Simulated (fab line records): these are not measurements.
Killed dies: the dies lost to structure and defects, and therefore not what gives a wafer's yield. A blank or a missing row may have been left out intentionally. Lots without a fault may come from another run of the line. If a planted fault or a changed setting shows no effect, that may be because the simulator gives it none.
Check of tool commonality ; flow sky130 ; 13 lots, 39 wafers sampled

## REASON FOR OPENING
3 of 13 lots carry a flag on the reading NWELL_00_OVL at SKY_NWELL_OVL_MEAS_10. No-fault wafers: -0.3 nm, standard deviation 1.4.
Rule: flag the lot when none of its wafers has a number, or when each of its wafers that has one lies beyond 4 standard deviations from that mean. All remaining lots are regarded as sound.

lot;measured;on;NWELL_00_OVL (nm), wafer by wafer;flag
L677;day 4 09:57;overlay-01;0.5 -0.8 -0.1;
L683;day 6 02:47;overlay-02;-2.0 -2.7 -1.1;
L684;day 6 12:07;overlay-01;2.5 1.9 3.5;
L685;day 6 12:16;overlay-02;-0.6 -1.5 0.0;
L686;day 6 18:23;overlay-02;-1.0 0.4 -1.8;
L688;day 7 08:18;overlay-02;0.5 -0.8 -0.6;
L689;day 7 12:35;overlay-01;1.1 0.0 1.2;
L690;day 7 21:49;overlay-02;157.4 155.1 157.9;FLAGGED
L691;day 8 00:30;overlay-01;155.4 155.9 156.7;FLAGGED
L692;day 8 05:46;overlay-01;-1.4 -3.0 -2.7;
L693;day 8 11:04;overlay-01;156.4 156.5 156.1;FLAGGED
L694;day 8 18:37;overlay-02;1.0 0.7 -2.6;
L700;day 10 03:01;overlay-02;0.9 -1.1 -1.4;
Averaged over the flagged lots the numbers come to 156.4 nm, +156.7 nm from the usual (+99 or more standard deviations).

## TOOL THAT RAN EACH LOT
The record holds 1 process step before the reading, out of a route of 708 steps. Every cell lists first the tool, next ch and the chambers used by the sampled wafers, and last the start.
lot;flag;SKY_NWELL_EXPOSE_07
L677;;ilineStepper-02 ch 0, day 4 02:43
L683;;ilineStepper-02 ch 0, day 5 18:25
L684;;ilineStepper-02 ch 0, day 6 01:48
L685;;ilineStepper-02 ch 0, day 6 02:26
L686;;ilineStepper-02 ch 0, day 6 09:07
L688;;ilineStepper-02 ch 0, day 6 22:15
L689;;ilineStepper-01 ch 0, day 7 02:58
L690;FLAGGED;ilineStepper-02 ch 0, day 7 12:19
L691;FLAGGED;ilineStepper-02 ch 0, day 7 14:32
L692;;ilineStepper-01 ch 0, day 7 18:52
L693;FLAGGED;ilineStepper-02 ch 0, day 8 00:22
L694;;ilineStepper-01 ch 0, day 8 07:51
L700;;ilineStepper-01 ch 0, day 9 15:57
What these steps do:
- SKY_NWELL_EXPOSE_07: exposes mask NWM, target cd 840 nm.
- SKY_NWELL_OVL_MEAS_10

## FLAGGED AGAINST TOTAL, ONE TOOL AT A TIME (gauges that did the reading follow at the end)
step;tool;lots run;flagged;share of the flagged lots;sound lots run after its first flagged lot
SKY_NWELL_EXPOSE_07;ilineStepper-01;4;0;none;-
SKY_NWELL_EXPOSE_07;ilineStepper-02;9;3;all;0
SKY_NWELL_OVL_MEAS_10;overlay-01;6;2;some;1 (L692)
SKY_NWELL_OVL_MEAS_10;overlay-02;7;1;some;2 (L694,L700)

## WHAT THE TABLE PERMITS
1 row of the table ran every flagged lot: ilineStepper-02 at SKY_NWELL_EXPOSE_07.
- ilineStepper-02 at SKY_NWELL_EXPOSE_07 ran 9 lots, 3 of them flagged. It ran its last sound lot, L688, at day 6 22:15 and its first flagged lot, L690, at day 7 12:19: a fault with its onset between the two fits.
Left over: one tool, ilineStepper-02 at SKY_NWELL_EXPOSE_07.

## WHAT THE SIMULATOR PUT IN
Scanner matching overlay: ilineStepper-02, from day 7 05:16 on, at SKY_NWELL_EXPOSE_07. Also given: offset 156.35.
Struck lots among those shown: L690, L691, L693. The rule above reached the same finding.
